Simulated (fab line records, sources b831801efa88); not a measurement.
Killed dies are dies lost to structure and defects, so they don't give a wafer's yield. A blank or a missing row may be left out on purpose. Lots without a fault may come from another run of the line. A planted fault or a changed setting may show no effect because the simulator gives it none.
A struck lot beside a sound one | flow sky130 | 44 steps out of a route of 708
Sound: wafers L723.1, L723.3, L723.6. Struck: wafers L744.1, L744.3, L744.5. The cause comes at the end.
At each step with rows: each side's tool, then ch and its chambers, then its first start. Under that, the readings that differ: sound wafers | struck wafers | difference of the means | sigmas: that difference in standard deviations of wafers without a fault.
alike: readings whose means differ by less than 2 such deviations, and words and numbers that are the same on both sides. not compared: withheld readings, readings that some wafer has no value for, bounds like >300 that may hide the same value, and numbers for which the record gives no deviation and whose values overlap.
The two part at a step that has a row with sigmas, a row that says differs or no value, or rows on one side only. Numbers that don't overlap but have no deviation are shown without sigmas and don't part them. A reading that every wafer of one side lacks parts them only if that side has two wafers or more.

first, 4 steps without rows for these wafers: SKY_VIA3_CLEAN_18 (cleans in IPA, time 180 s); SKY_VIA3_CLEAN_19 (cleans in O3/DIW); SKY_VIA3_SPUTTER_20 (material TiN, target thk 20 nm, time 80 s); SKY_VIA3_CVD_21 (deposits W, target thk 390 nm, time 117.31 s).
SKY_VIA3_RS_MEAS_22: measures by four-point-probe.
  sound on film_metro-03, day 40 08:12; struck on film_metro-02, day 45 23:21
  alike: VIA3_W_RS
SKY_VIA3_THK_MEAS_23: measures by xrf.
  sound on film_metro-03, day 40 08:19; struck on film_metro-02, day 45 23:28
  alike: VIA3_W_THK
SKY_VIA3_CMP_24: polishes, stops on SiO2, t overpolish 20 s, target thk 0 nm.
  sound on cmp-02 ch 0,1, day 40 08:23; struck on cmp-01 ch 0,2, day 45 23:35
  alike: motor_current_A, overpolish_run_s, time_to_endpoint_s
SKY_METAL4_SPUTTER_00: material Ti, target thk 15 nm, time 10 s.
  sound on pvd_sputter-04, day 40 08:41; struck on pvd_sputter-04, day 45 23:50
  alike: cathode_dc_power_W, throttle_valve_pct
then, 4 steps without rows for these wafers: SKY_METAL4_SPUTTER_01 (material TiN, target thk 20 nm, time 16.7 s); SKY_METAL4_SPUTTER_02 (material AlCu, target thk 735 nm, time 39.1 s); SKY_METAL4_SPUTTER_03 (material Ti, target thk 5 nm, time 3.3 s); SKY_METAL4_SPUTTER_04 (material TiN, target thk 70 nm, time 58.3 s).
SKY_CAP2M_CVD_00: deposits SiO2, target thk 15.5 nm.
  sound on pecvd-03 ch 1,2, day 40 08:50; struck on pecvd-03 ch 1,2, day 46 00:00
  alike: heater_power_w
SKY_CAP2M_THK_MEAS_01:
  sound on film_metro-04, day 40 08:52; struck on film_metro-03, day 46 00:01
  reading               | sound             | struck            | difference | sigmas
  CAP2M_CVD_00_THK (nm) | 15.31 15.32 15.66 | 12.92 13.03 13.43 | -2.30      | -12
SKY_CAP2M_SPUTTER_02: material TiN, target thk 200 nm, time 166.7 s.
  sound on pvd_sputter-02, day 40 08:55; struck on pvd_sputter-01, day 46 00:05
  alike: cathode_dc_power_W, throttle_valve_pct
SKY_CAP2M_RS_MEAS_03: measures by four-point-probe.
  sound on film_metro-03, day 40 09:02; struck on film_metro-02, day 46 00:11
  reading               | sound          | struck         | difference | sigmas
  CAP2M_TIN_RS (ohm/sq) | 7.05 7.09 7.10 | 6.91 6.86 6.86 | -0.20      | -3
SKY_CAP2M_THK_MEAS_04: measures by xrf.
  sound on film_metro-03, day 40 09:09; struck on film_metro-02, day 46 00:19
  reading            | sound             | struck            | difference | sigmas
  CAP2M_TIN_THK (nm) | 198.8 197.4 196.7 | 206.0 206.9 206.7 | +8.9       | +3
then, 7 steps without rows for these wafers: SKY_CAP2M_DEHYDRATE_05 (time 60 s); SKY_CAP2M_HMDS_06 (prime time 60 s); SKY_CAP2M_COAT_07 (resist thk 1140 nm); SKY_CAP2M_SOFTBAKE_08 (time 60 s); SKY_CAP2M_EXPOSE_09 (exposes mask CAP2M, target cd 1000 nm); SKY_CAP2M_PEB_10; SKY_CAP2M_DEVELOP_11 (develop time 60 s).
SKY_CAP2M_OVL_MEAS_12:
  sound on overlay-01, day 41 09:14; struck on overlay-02, day 46 21:02
  alike: CAP2M_OVL
then, 1 step without rows for these wafers: SKY_CAP2M_METAL_ETCH_13 (etches TiN in Cl2/BCl3, stops on SiO2, target depth 220 nm, time 62.9 s).
SKY_CAP2M_STRIP_14: strips in O2/N2.
  sound on plasma_asher-04 ch 0,1, day 41 09:22; struck on plasma_asher-02 ch 0,1, day 46 21:08
  alike: drypump_motor_current_A, oes_product_au, strip_time_to_endpoint_s
  not compared: rf_hours_counter_h
then, 11 steps without rows for these wafers: SKY_CAP2M_STRIP_15 (strips in post etch residue remover, time 1200 s); SKY_CAP2M_CLEAN_16 (cleans in IPA, time 180 s); SKY_CAP2M_CLEAN_17 (cleans in O3/DIW); SKY_METAL4_DEHYDRATE_05 (time 60 s); SKY_METAL4_HMDS_06 (prime time 60 s); SKY_METAL4_COAT_07 (resist thk 60 nm); SKY_METAL4_COAT_08 (resist thk 1140 nm); SKY_METAL4_SOFTBAKE_09 (time 90 s); SKY_METAL4_EXPOSE_10 (exposes mask MM4, target cd 300 nm); SKY_METAL4_PEB_11; SKY_METAL4_DEVELOP_12 (develop time 60 s).
SKY_METAL4_CD_MEAS_13: target cd 300 nm.
  sound on cd_sem-02, day 42 09:20; struck on cd_sem-02, day 47 17:05
  alike: cd_nm
SKY_METAL4_OVL_MEAS_14:
  sound on overlay-02, day 42 09:27; struck on overlay-02, day 47 17:13
  alike: METAL4_OVL
then, 1 step without rows for these wafers: SKY_METAL4_DESCUM_15 (chemistry O2, time 8 s).
SKY_METAL4_ETCH_16: etches BARC in N2/H2, stops on SiO2, time 88.2 s, target depth 60 nm.
  sound on rie_metal-04 ch 0,1, day 42 09:31; struck on rie_metal-03 ch 0,1, day 47 17:17
  reading                     | sound       | struck      | difference | sigmas
  drypump_motor_current_A (A) | 6.0 6.1 6.6 | 4.9 5.4 4.9 | -1.2       | -2
  alike: he_backside_leak_sccm, oes_product_au, throttle_valve_pct
  not compared: rf_hours_counter_h
SKY_METAL4_ETCH_17: etches SiO2 in C4F8/O2/Ar, stops on TiN, time 3.9 s, target depth 15 nm.
  sound on rie_diel-03 ch 1,2, day 42 09:37; struck on rie_diel-02 ch 0,1,3, day 47 17:23
  reading               | sound             | struck            | difference | sigmas
  oes_product_au (a.u.) | 0.750 0.748 0.759 | 0.697 0.692 0.704 | -0.055     | -8
-- the record jumps here: 3 days lie between the struck wafers' starts before and after (it left off in module METAL4 and takes up again in module PAD_OPEN, whose first step shown is number 708 of the route) --
SKY_PAD_OPEN_PROBE_99:
  sound on prober-02, day 46 09:10; struck on prober-01, day 50 21:26
  reading                                       | sound                     | struck                        | difference | sigmas
  model.etest.tester.sort_n_pass                | 418 412 405               | 344 351 377                   | -54        |
  model.etest.tester.sort_bin_5_pct (%)         | 10.37 9.553 9.756         | 19.92 21.95 17.89             | +10.03     |
  model.etest.tester.sort_yield_pct (%)         | 84.96 83.74 82.32         | 69.92 71.34 76.63             | -11.04     |
  model.etest.cap_mim2.c_ff_um2_rim_less_centre | -0.02531 0.03266 -0.01293 | 0.8325 0.7579 0.7876          | +0.7945    |
  model.etest.tester.sort_bin_8_pct (%)         | 0 0 0                     | 9.066e-10 3.258e-11 7.219e-13 | +3.133e-10 |
  alike: defect_limited_yield, killed_at_M0_to_M3, killed_at_M4_up, killed_at_contacts, killed_at_front_end, killed_at_other, killed_dies, killed_open, killed_short
  not compared: model.etest.tester.sort_bin_4_pct

WHERE THEY PART
First at SKY_CAP2M_THK_MEAS_01; last, within this record, at SKY_METAL4_ETCH_17. Later steps at which nothing parts them and some readings are alike: SKY_PAD_OPEN_PROBE_99.

WHY: what the simulator had put in
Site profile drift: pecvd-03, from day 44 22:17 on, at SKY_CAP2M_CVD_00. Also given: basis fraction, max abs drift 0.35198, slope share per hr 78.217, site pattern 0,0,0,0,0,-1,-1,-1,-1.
